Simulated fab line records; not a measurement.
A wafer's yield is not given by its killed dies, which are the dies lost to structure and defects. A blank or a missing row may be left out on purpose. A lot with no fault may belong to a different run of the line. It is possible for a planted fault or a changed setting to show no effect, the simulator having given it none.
fab line records	flow gf180mcu	part 1 of 2: steps 1 to 31 of 39
record lots=5	wafers=15	last-day=34
route steps=602 shown VT_IMPLANT@135 MVSD@136 NWELL@137 LVPWELL@138 MVPSD@139 DUAL_GATE@141 POLY_GATE@157
lots with no fault: from the same line, run without faults
start-h: the number of hours between the record's first day and the start of the first shown wafer of the lot	wait-h: hours from the lot's prior step to this one	" as in the row above	L1.1+2: a single row standing in for several wafers	- no value, or no start given	* or withheld: withheld	< > ~ a bound
route shown NAME@n: names a module that has steps shown in the file, with the first one's number in the route	usual: mean/standard deviation taken from wafers without a fault	same: alike in all rows	chamber/n: place in a boat	sites: each site's reading	_std_site: their standard deviation	_edge_site: inner sites' mean taken away from outer sites' mean	radius-mm: how far each site lies from the wafer's centre	mask NAME#n: copy n	behind: the tool/chamber that last shaped the wafer	hold: the reason the lot was held/the length of the hold in hours/how it ended	device: which transistor (n, p or np) failed to switch	end of line: the route-end tests of the same wafers	a step given without rows: its recipe and nothing more	killed: not the wafer's yield, but the dies lost to structure and defects at the first sort	map: a wafer's dies, x killed, . not, _ none there
set.NAME: the run value of the setting; set.NAME@STEP: its run value at that earlier step	model.NAME: the simulator's own value behind a step, which no gauge read
lots seen at some steps along the route; tables by step, rows by wafer
services: when a tool's chamber went out of use (start-h, in hours from the record's first day, below 0 if earlier), for how many hours, and the reason
## steps
# step GF_VT_IMPLANT_RTA_45
# recipe temp-c=1050	time-s=30	ambient=N2
# usual lamp-power-pct=34.4/1.2	wafer_temp_C_max=1057.2/2.6
# same time-s=30
lot.wafer	tool	chamber	start-h	wait-h	lamp-power-pct	wafer_temp_C_max
L079.1	rtp-anneal-02	0	190.45	0.0	33.0	1054.2
L079.2	"	0	"	"	33.0	1053.7
L079.3	"	0	"	"	33.1	1056.1
L083.3	rtp-anneal-02	0	217.43	0.0	33.1	1054.8
L083.5	"	0	"	"	33.0	1053.5
L083.6	"	0	"	"	33.1	1055.0
L089.1	rtp-anneal-01	0	258.19	0.0	35.4	1063.8
L089.3	"	0	"	"	35.5	1059.0
L089.6	"	0	"	"	35.4	1058.4
L092.2	rtp-anneal-02	0	279.96	0.0	33.0	1055.9
L092.3	"	0	"	"	33.0	1057.0
L092.6	"	0	"	"	33.0	1053.9
L096.1	rtp-anneal-01	0	304.69	0.0	35.5	1060.8
L096.3	"	0	"	"	35.4	1058.5
L096.6	"	0	"	"	35.5	1057.3
# step GF_VT_IMPLANT_RS_MEAS_46
# recipe thk-meas-gauge=four-point-probe
# usual MVSD_RS=456.7/1.3
lot.wafer	tool	chamber	start-h	wait-h	MVSD_RS[ohm/sq]
L079.1	film-metro-01	-	190.55	0.1	456.5
L079.2	"	-	"	"	455.5
L079.3	"	-	"	"	456.0
L083.3	film-metro-02	-	217.54	0.1	457.8
L083.5	"	-	"	"	457.3
L083.6	"	-	"	"	458.1
L089.1	film-metro-02	-	258.29	0.1	457.3
L089.3	"	-	"	"	458.2
L089.6	"	-	"	"	459.1
L092.2	film-metro-02	-	280.07	0.1	458.3
L092.3	"	-	"	"	457.9
L092.6	"	-	"	"	458.6
L096.1	film-metro-01	-	304.79	0.1	456.3
L096.3	"	-	"	"	455.9
L096.6	"	-	"	"	456.7
# step GF_VT_IMPLANT_RS_MEAS_47
# recipe thk-meas-gauge=four-point-probe
# usual NWELL_RS=487.7/1.3
lot.wafer	tool	chamber	start-h	wait-h	NWELL_RS[ohm/sq]
L079.1	film-metro-01	-	190.67	0.1	487.3
L079.2	"	-	"	"	488.4
L079.3	"	-	"	"	486.7
L083.3	film-metro-02	-	217.66	0.1	488.7
L083.5	"	-	"	"	485.7
L083.6	"	-	"	"	487.2
L089.1	film-metro-02	-	258.41	0.1	488.9
L089.3	"	-	"	"	488.9
L089.6	"	-	"	"	488.2
L092.2	film-metro-02	-	280.19	0.1	487.6
L092.3	"	-	"	"	487.5
L092.6	"	-	"	"	487.4
L096.1	film-metro-01	-	304.91	0.1	485.7
L096.3	"	-	"	"	488.6
L096.6	"	-	"	"	487.2
# step GF_VT_IMPLANT_RS_MEAS_48
# recipe thk-meas-gauge=four-point-probe
# usual LVPWELL_RS=1195.9/2.7
lot.wafer	tool	chamber	start-h	wait-h	LVPWELL_RS[ohm/sq]
L079.1	film-metro-01	-	190.79	0.1	1189.1
L079.2	"	-	"	"	1190.0
L079.3	"	-	"	"	1193.0
L083.3	film-metro-02	-	217.78	0.1	1195.2
L083.5	"	-	"	"	1197.9
L083.6	"	-	"	"	1200.8
L089.1	film-metro-02	-	258.53	0.1	1194.9
L089.3	"	-	"	"	1197.6
L089.6	"	-	"	"	1197.9
L092.2	film-metro-02	-	280.31	0.1	1198.3
L092.3	"	-	"	"	1198.3
L092.6	"	-	"	"	1194.5
L096.1	film-metro-01	-	305.03	0.1	1192.2
L096.3	"	-	"	"	1192.9
L096.6	"	-	"	"	1192.4
# step GF_VT_IMPLANT_RS_MEAS_49
# recipe thk-meas-gauge=four-point-probe
# usual MVPSD_RS=1168.2/3
lot.wafer	tool	chamber	start-h	wait-h	MVPSD_RS[ohm/sq]
L079.1	film-metro-01	-	190.91	0.1	1168.1
L079.2	"	-	"	"	1164.1
L079.3	"	-	"	"	1164.5
L083.3	film-metro-02	-	217.90	0.1	1169.6
L083.5	"	-	"	"	1172.5
L083.6	"	-	"	"	1170.6
L089.1	film-metro-02	-	258.65	0.1	1166.1
L089.3	"	-	"	"	1169.5
L089.6	"	-	"	"	1164.4
L092.2	film-metro-02	-	280.43	0.1	1169.3
L092.3	"	-	"	"	1170.9
L092.6	"	-	"	"	1172.7
L096.1	film-metro-01	-	305.15	0.1	1169.6
L096.3	"	-	"	"	1168.8
L096.6	"	-	"	"	1168.4
# step GF_VT_IMPLANT_WET_ETCH_50
# recipe chemistry=dHF	target-depth-nm=20	target=SiO2	temp-c=25	dilution=100:1	time-s=400
# usual temp-c=25.01/0.1
# same time-s=400
lot.wafer	tool	chamber	start-h	wait-h	temp-c
L079.1	wet-bench-03	1	191.03	0.1	25.02
L079.2	"	1	"	"	24.94
L079.3	"	1	"	"	24.98
L083.3	wet-bench-03	1	217.98	0.1	25.01
L083.5	"	1	"	"	25.01
L083.6	"	1	"	"	25.14
L089.1	wet-bench-03	2	258.77	0.1	24.92
L089.3	"	2	"	"	25.03
L089.6	"	2	"	"	24.87
L092.2	wet-bench-02	3	280.53	0.1	24.98
L092.3	"	3	"	"	25.07
L092.6	"	3	"	"	24.88
L096.1	wet-bench-01	3	305.27	0.1	24.84
L096.3	"	3	"	"	24.96
L096.6	"	3	"	"	25.10
# step GF_DUAL_GATE_CLEAN_00
# recipe chemistry=SC1/SC2	mix=1:4:20	temp-c=70	time-s=150
# usual temp-c=69.98/0.12
# same time-s=150
lot.wafer	tool	chamber	start-h	wait-h	temp-c
L079.1	wet-bench-01	3	191.15	0.0	69.86
L079.2	"	3	"	"	69.90
L079.3	"	3	"	"	69.91
L083.3	wet-bench-01	0	218.10	0.0	70.00
L083.5	"	0	"	"	70.04
L083.6	"	0	"	"	69.92
L089.1	wet-bench-02	3	258.90	0.0	69.87
L089.3	"	3	"	"	69.93
L089.6	"	3	"	"	69.93
L092.2	wet-bench-01	0	280.65	0.0	70.00
L092.3	"	0	"	"	70.19
L092.6	"	0	"	"	70.07
L096.1	wet-bench-02	2	305.39	0.0	70.18
L096.3	"	2	"	"	70.18
L096.6	"	2	"	"	70.17
# step GF_DUAL_GATE_CLEAN_01
# recipe chemistry=dHF	time-s=20	dilution=100:1	dry=ipa-marangoni
# same time-s=20
lot.wafer	tool	chamber	start-h	wait-h
L079.1+2+3	wet-bench-02	2	191.20	0.0
L083.3+5+6	wet-bench-02	3	218.15	0.0
L089.1+3+6	wet-bench-03	2	258.96	0.0
L092.2+3+6	wet-bench-03	0	280.70	0.0
L096.1+3+6	wet-bench-01	1	305.44	0.0
# step GF_DUAL_GATE_OXIDATION_02
# recipe temp-c=900	ambient=O2	stabilise-s=600	purge-s=300	target-thk-a=108.87	ox-time-s=1602
# usual ox-temp-c-max=905.7/1.7	zone-power-bottom-pct=31.36/0.3	zone-power-top-pct=36.9/0.74
lot.wafer	tool	chamber	start-h	wait-h	ox-temp-c-max	zone-power-bottom-pct	zone-power-top-pct
L079.1	furnace-02	0	191.21	0.0	903.3	31.43	36.8
L079.2	"	0	"	"	904.3	31.11	36.5
L079.3	"	0	"	"	904.1	31.21	36.5
L083.3	furnace-02	0	220.24	2.1	904.0	31.11	35.8
L083.5	"	0	"	"	903.7	31.14	36.4
L083.6	"	0	"	"	902.8	32.21	36.6
L089.1	furnace-01	0	258.97	0.0	907.5	31.12	37.0
L089.3	"	0	"	"	908.1	31.44	37.9
L089.6	"	0	"	"	905.9	31.23	37.6
L092.2	furnace-02	0	283.39	2.7	904.2	30.96	36.3
L092.3	"	0	"	"	904.8	31.35	35.6
L092.6	"	0	"	"	903.2	31.33	36.3
L096.1	furnace-02	0	306.64	1.2	904.2	30.66	36.0
L096.3	"	0	"	"	903.6	31.40	35.9
L096.6	"	0	"	"	905.1	30.98	36.3
# step GF_DUAL_GATE_THK_MEAS_03
# recipe reads=SiO2_of_DUAL_GATE_OXIDATION_02
# usual DUAL_GATE_OXIDATION_00_THK=10.85/0.26
lot.wafer	tool	chamber	start-h	wait-h	DUAL_GATE_OXIDATION_00_THK[nm]
L079.1	film-metro-04	-	192.66	0.0	10.62
L079.2	"	-	"	"	10.74
L079.3	"	-	"	"	10.67
L083.3	film-metro-04	-	221.71	0.0	10.69
L083.5	"	-	"	"	10.57
L083.6	"	-	"	"	10.60
L089.1	film-metro-02	-	260.42	0.0	10.97
L089.3	"	-	"	"	10.93
L089.6	"	-	"	"	11.11
L092.2	film-metro-02	-	284.85	0.0	10.69
L092.3	"	-	"	"	10.73
L092.6	"	-	"	"	10.77
L096.1	film-metro-02	-	308.09	0.0	10.68
L096.3	"	-	"	"	10.50
L096.6	"	-	"	"	10.65
# step GF_DUAL_GATE_DEHYDRATE_04
# recipe temp-c=200	time-s=60
# same time-s=60
lot.wafer	tool	chamber	start-h	wait-h
L079.1+2+3	litho-track-01	0	200.50	7.8
L083.3+5+6	litho-track-01	0	229.65	7.9
L089.1+3+6	litho-track-04	0	269.16	8.7
L092.2+3+6	litho-track-01	0	294.42	9.6
L096.1+3+6	litho-track-03	0	318.37	10.3
# step GF_DUAL_GATE_HMDS_05
# recipe prime-time-s=60	prime-temp-c=120
lot.wafer	tool	chamber	start-h	wait-h
L079.1+2+3	litho-track-01	0	200.65	0.1
L083.3+5+6	litho-track-01	0	229.80	0.1
L089.1+3+6	litho-track-04	0	269.31	0.1
L092.2+3+6	litho-track-01	0	294.57	0.1
L096.1+3+6	litho-track-03	0	318.52	0.1
# step GF_DUAL_GATE_COAT_06
# recipe resist=NOVOLAK	spin-rpm=3000	resist-thk-nm=1000
lot.wafer	tool	chamber	start-h	wait-h
L079.1+2+3	litho-track-01	0	200.80	0.1
L083.3+5+6	litho-track-01	0	229.95	0.1
L089.1+3+6	litho-track-04	0	269.46	0.1
L092.2+3+6	litho-track-01	0	294.72	0.1
L096.1+3+6	litho-track-03	0	318.67	0.1
# step GF_DUAL_GATE_SOFTBAKE_07
# recipe temp-c=90	time-s=60	resist=NOVOLAK
# same time-s=60
lot.wafer	tool	chamber	start-h	wait-h
L079.1+2+3	litho-track-01	0	200.95	0.1
L083.3+5+6	litho-track-01	0	230.10	0.1
L089.1+3+6	litho-track-04	0	269.61	0.1
L092.2+3+6	litho-track-01	0	294.87	0.1
L096.1+3+6	litho-track-03	0	318.82	0.1
# step GF_DUAL_GATE_EXPOSE_08
# recipe mask-id=Dualgate	target-cd-nm=700	na=0.6	source-shape=conventional	sigma-outer=0.6	dose-mj=140
lot.wafer	tool	chamber	start-h	wait-h	mask
L079.1+2+3	iline-stepper-02	0	-	-	Dualgate#0
L083.3+5+6	iline-stepper-02	0	-	-	Dualgate#0
L089.1+3+6	iline-stepper-02	0	-	-	Dualgate#0
L092.2+3+6	iline-stepper-01	0	-	-	Dualgate#0
L096.1+3+6	iline-stepper-01	0	-	-	Dualgate#0
# step GF_DUAL_GATE_PEB_09
# recipe temp-c=withheld	time-s=*	resist=NOVOLAK
# same time-s=*
lot.wafer	tool	chamber	start-h	wait-h
L079.1+2+3	litho-track-04	0	-	-
L083.3+5+6	litho-track-04	0	-	-
L089.1+3+6	litho-track-03	0	-	-
L092.2+3+6	litho-track-03	0	-	-
L096.1+3+6	litho-track-03	0	-	-
# step GF_DUAL_GATE_DEVELOP_10
# recipe develop-time-s=60	dev-temp-c=23
lot.wafer	tool	chamber	start-h	wait-h
L079.1+2+3	litho-track-04	0	209.57	0.1
L083.3+5+6	litho-track-04	0	239.32	0.1
L089.1+3+6	litho-track-03	0	279.37	0.1
L092.2+3+6	litho-track-03	0	304.70	0.1
L096.1+3+6	litho-track-03	0	328.87	0.1
# step GF_DUAL_GATE_OVL_MEAS_11
# usual DUAL_GATE_OVL=-0.9/1.6
lot.wafer	tool	chamber	start-h	wait-h	DUAL_GATE_OVL[nm]
L079.1	overlay-02	-	209.72	0.1	-0.4
L079.2	"	-	"	"	-1.3
L079.3	"	-	"	"	-2.0
L083.3	overlay-02	-	239.43	0.1	-1.5
L083.5	"	-	"	"	-2.7
L083.6	"	-	"	"	-1.1
L089.1	overlay-01	-	279.52	0.1	-3.0
L089.3	"	-	"	"	-2.3
L089.6	"	-	"	"	-3.7
L092.2	overlay-02	-	304.83	0.1	0.2
L092.3	"	-	"	"	1.3
L092.6	"	-	"	"	0.2
L096.1	overlay-02	-	329.02	0.1	-1.5
L096.3	"	-	"	"	0.1
L096.6	"	-	"	"	-1.7
# step GF_DUAL_GATE_WET_ETCH_12
# recipe chemistry=dHF	target-depth-nm=13	dry=n2-spin	target=SiO2	temp-c=25	dilution=100:1	time-s=260
# usual temp-c=25.03/0.1
# same time-s=260
lot.wafer	tool	chamber	start-h	wait-h	temp-c
L079.1	wet-bench-02	0	209.75	0.0	24.98
L079.2	"	0	"	"	24.90
L079.3	"	0	"	"	24.89
L083.3	wet-bench-02	1	239.45	0.0	25.01
L083.5	"	1	"	"	24.92
L083.6	"	1	"	"	25.05
L089.1	wet-bench-03	1	279.56	0.0	24.92
L089.3	"	1	"	"	24.94
L089.6	"	1	"	"	25.04
L092.2	wet-bench-03	3	304.86	0.0	25.01
L092.3	"	3	"	"	24.95
L092.6	"	3	"	"	24.93
L096.1	wet-bench-03	2	329.06	0.0	25.03
L096.3	"	2	"	"	25.24
L096.6	"	2	"	"	25.19
# step GF_DUAL_GATE_STRIP_13
# recipe chemistry=O2/N2	power-w=1400	pressure-mtorr=1500	platen-temp-c=250	o2-flow-sccm=3000	n2-flow-sccm=300	overash-fraction=0.5
# usual drypump-motor-current-A=5.7/0.66	heater-power-w=333/19	oes-product-au=0.716/0.0046	strip-time-to-endpoint-s=12.63/0.03
lot.wafer	tool	chamber	start-h	wait-h	drypump-motor-current-A	heater-power-w	oes-product-au	rf-hours-counter-h	strip-time-to-endpoint-s
L079.1	plasma-asher-01	1	209.83	0.0	5.2	324	0.714	55	12.63
L079.2	"	0	"	"	6.2	310	0.718	55	12.66
L079.3	"	0	"	"	6.2	311	0.711	-	12.59
L083.3	plasma-asher-03	1	239.57	0.0	4.6	365	0.722	-	12.64
L083.5	"	1	"	"	4.6	348	0.713	-	12.63
L083.6	"	0	"	"	5.9	335	0.712	-	12.66
L089.1	plasma-asher-02	0	279.64	0.0	5.8	357	0.709	62	12.67
L089.3	"	1	"	"	6.7	313	0.715	-	12.61
L089.6	"	1	"	"	6.6	314	0.721	-	12.66
L092.2	plasma-asher-02	0	304.94	0.0	5.7	357	0.715	65	12.59
L092.3	"	1	"	"	6.7	307	0.717	-	12.57
L092.6	"	1	"	"	6.7	318	0.719	-	12.59
L096.1	plasma-asher-02	1	329.14	0.0	6.7	316	0.709	67	12.65
L096.3	"	1	"	"	6.7	312	0.705	-	12.63
L096.6	"	0	"	"	5.8	359	0.718	-	12.61
# step GF_DUAL_GATE_CLEAN_14
# recipe chemistry=SC1/SC2	mix=1:4:20	temp-c=70	time-s=150	dry=n2-spin
# usual temp-c=69.98/0.13
# same time-s=150
lot.wafer	tool	chamber	start-h	wait-h	temp-c
L079.1	wet-bench-03	3	209.93	0.1	70.00
L079.2	"	3	"	"	69.96
L079.3	"	3	"	"	69.95
L083.3	wet-bench-01	2	239.63	0.0	69.99
L083.5	"	2	"	"	69.77
L083.6	"	2	"	"	70.00
L089.1	wet-bench-01	2	279.74	0.1	70.10
L089.3	"	2	"	"	70.17
L089.6	"	2	"	"	69.98
L092.2	wet-bench-02	2	305.04	0.1	70.09
L092.3	"	2	"	"	69.93
L092.6	"	2	"	"	69.80
L096.1	wet-bench-02	1	329.24	0.1	70.03
L096.3	"	1	"	"	70.13
L096.6	"	1	"	"	70.05
# step GF_DUAL_GATE_OXIDATION_15
# recipe temp-c=850	ambient=O2	stabilise-s=600	purge-s=300	target-thk-a=70.98	ox-time-s=1995
# usual ox-temp-c-max=855.1/1.6	zone-power-bottom-pct=27.84/0.29	zone-power-top-pct=33.6/0.72
lot.wafer	tool	chamber	start-h	wait-h	ox-temp-c-max	zone-power-bottom-pct	zone-power-top-pct
L079.1	furnace-02	0	210.56	0.6	854.9	27.86	33.0
L079.2	"	0	"	"	854.1	27.70	33.3
L079.3	"	0	"	"	854.1	28.10	32.7
L083.3	furnace-01	0	239.69	0.0	857.2	28.23	34.3
L083.5	"	0	"	"	855.0	28.37	34.0
L083.6	"	0	"	"	855.7	27.78	34.4
L089.1	furnace-02	0	281.84	2.0	853.6	27.78	33.1
L089.3	"	0	"	"	854.4	27.78	33.1
L089.6	"	0	"	"	854.1	28.20	32.5
L092.2	furnace-02	0	305.09	0.0	854.6	27.67	32.7
L092.3	"	0	"	"	853.9	27.35	33.1
L092.6	"	0	"	"	853.4	27.96	33.2
L096.1	furnace-01	0	329.82	0.5	855.3	27.83	34.3
L096.3	"	0	"	"	856.3	28.15	34.4
L096.6	"	0	"	"	855.0	27.96	34.3
# step GF_POLY_GATE_CVD_00
# recipe material=poly-Si	target-thk-nm=200	temp-c=620	time-s=1200	pressure-mtorr=200
# usual zone-power-bottom-pct=12.30/0.29	zone-power-top-pct=19.2/0.92
# same time-s=1200
lot.wafer	tool	chamber	start-h	wait-h	zone-power-bottom-pct	zone-power-top-pct
L079.1	lpcvd-02	0	212.12	0.0	12.22	19.7
L079.2	"	0	"	"	12.29	19.5
L079.3	"	0	"	"	12.52	19.2
L083.3	lpcvd-02	1	241.25	0.0	12.65	17.9
L083.5	"	1	"	"	12.68	17.4
L083.6	"	1	"	"	12.73	17.2
L089.1	lpcvd-02	1	283.39	0.0	12.91	17.2
L089.3	"	1	"	"	12.91	17.8
L089.6	"	1	"	"	12.71	17.4
L092.2	lpcvd-02	1	306.64	0.0	12.61	17.3
L092.3	"	1	"	"	12.64	17.6
L092.6	"	1	"	"	12.81	17.3
L096.1	lpcvd-02	0	331.37	0.0	12.33	19.7
L096.3	"	0	"	"	12.02	19.6
L096.6	"	0	"	"	12.23	19.7
# step GF_POLY_GATE_THK_MEAS_01
# recipe reads=poly-Si_of_POLY_GATE_CVD_00
# usual POLY_GATE_CVD_00_THK=200.5/2.1
lot.wafer	tool	chamber	start-h	wait-h	POLY_GATE_CVD_00_THK[nm]
L079.1	film-metro-04	-	213.45	0.0	202.2
L079.2	"	-	"	"	201.2
L079.3	"	-	"	"	202.1
L083.3	film-metro-03	-	242.60	0.0	203.0
L083.5	"	-	"	"	201.4
L083.6	"	-	"	"	202.9
L089.1	film-metro-02	-	284.73	0.0	200.5
L089.3	"	-	"	"	198.6
L089.6	"	-	"	"	201.5
L092.2	film-metro-02	-	307.99	0.0	205.1
L092.3	"	-	"	"	204.3
L092.6	"	-	"	"	203.4
L096.1	film-metro-04	-	332.71	0.0	200.7
L096.3	"	-	"	"	201.6
L096.6	"	-	"	"	203.2
# step GF_POLY_GATE_DEHYDRATE_02
# recipe temp-c=200	time-s=60
# same time-s=60
lot.wafer	tool	chamber	start-h	wait-h
L079.1+2+3	litho-track-01	0	221.00	7.5
L083.3+5+6	litho-track-01	0	251.55	8.9
L089.1+3+6	litho-track-03	0	294.02	9.3
L092.2+3+6	litho-track-03	0	317.65	9.7
L096.1+3+6	litho-track-02	0	342.79	10.1
# step GF_POLY_GATE_HMDS_03
# recipe prime-time-s=60	prime-temp-c=120
lot.wafer	tool	chamber	start-h	wait-h
L079.1+2+3	litho-track-01	0	221.15	0.1
L083.3+5+6	litho-track-01	0	251.70	0.1
L089.1+3+6	litho-track-03	0	294.17	0.1
L092.2+3+6	litho-track-03	0	317.80	0.1
L096.1+3+6	litho-track-02	0	342.94	0.1
# step GF_POLY_GATE_COAT_04
# recipe resist=BARC	temp-c=withheld	time-s=withheld	spin-rpm=withheld	resist-thk-nm=withheld
lot.wafer	tool	chamber	start-h	wait-h
L079.1+2+3	litho-track-01	0	221.30	0.1
L083.3+5+6	litho-track-01	0	251.85	0.1
L089.1+3+6	litho-track-03	0	294.32	0.1
L092.2+3+6	litho-track-03	0	317.95	0.1
L096.1+3+6	litho-track-02	0	343.09	0.1
# step GF_POLY_GATE_COAT_05
# recipe resist=KrF	spin-rpm=withheld	resist-thk-nm=700
lot.wafer	tool	chamber	start-h	wait-h
L079.1+2+3	litho-track-01	0	-	-
L083.3+5+6	litho-track-01	0	-	-
L089.1+3+6	litho-track-03	0	-	-
L092.2+3+6	litho-track-03	0	-	-
L096.1+3+6	litho-track-02	0	-	-
# step GF_POLY_GATE_SOFTBAKE_06
# recipe temp-c=130	time-s=60	resist=KrF
# same time-s=60
lot.wafer	tool	chamber	start-h	wait-h
L079.1+2+3	litho-track-01	0	-	-
L083.3+5+6	litho-track-01	0	-	-
L089.1+3+6	litho-track-03	0	-	-
L092.2+3+6	litho-track-03	0	-	-
L096.1+3+6	litho-track-02	0	-	-
# step GF_POLY_GATE_EXPOSE_07
# recipe mask-id=Poly2	target-cd-nm=280	na=0.68	source-shape=conventional	sigma-outer=0.6	dose-mj=28
lot.wafer	tool	chamber	start-h	wait-h	mask
L079.1+2+3	krf-scanner-02	0	-	-	Poly2#0
L083.3+5+6	krf-scanner-01	0	-	-	Poly2#0
L089.1+3+6	krf-scanner-01	0	-	-	Poly2#0
L092.2+3+6	krf-scanner-01	0	-	-	Poly2#0
L096.1+3+6	krf-scanner-02	0	-	-	Poly2#0
# step GF_POLY_GATE_PEB_08
# recipe peb-temp-c=135	peb-time-s=90	resist=KrF
lot.wafer	tool	chamber	start-h	wait-h
L079.1+2+3	litho-track-01	0	-	-
L083.3+5+6	litho-track-02	0	-	-
L089.1+3+6	litho-track-02	0	-	-
L092.2+3+6	litho-track-02	0	-	-
L096.1+3+6	litho-track-02	0	-	-
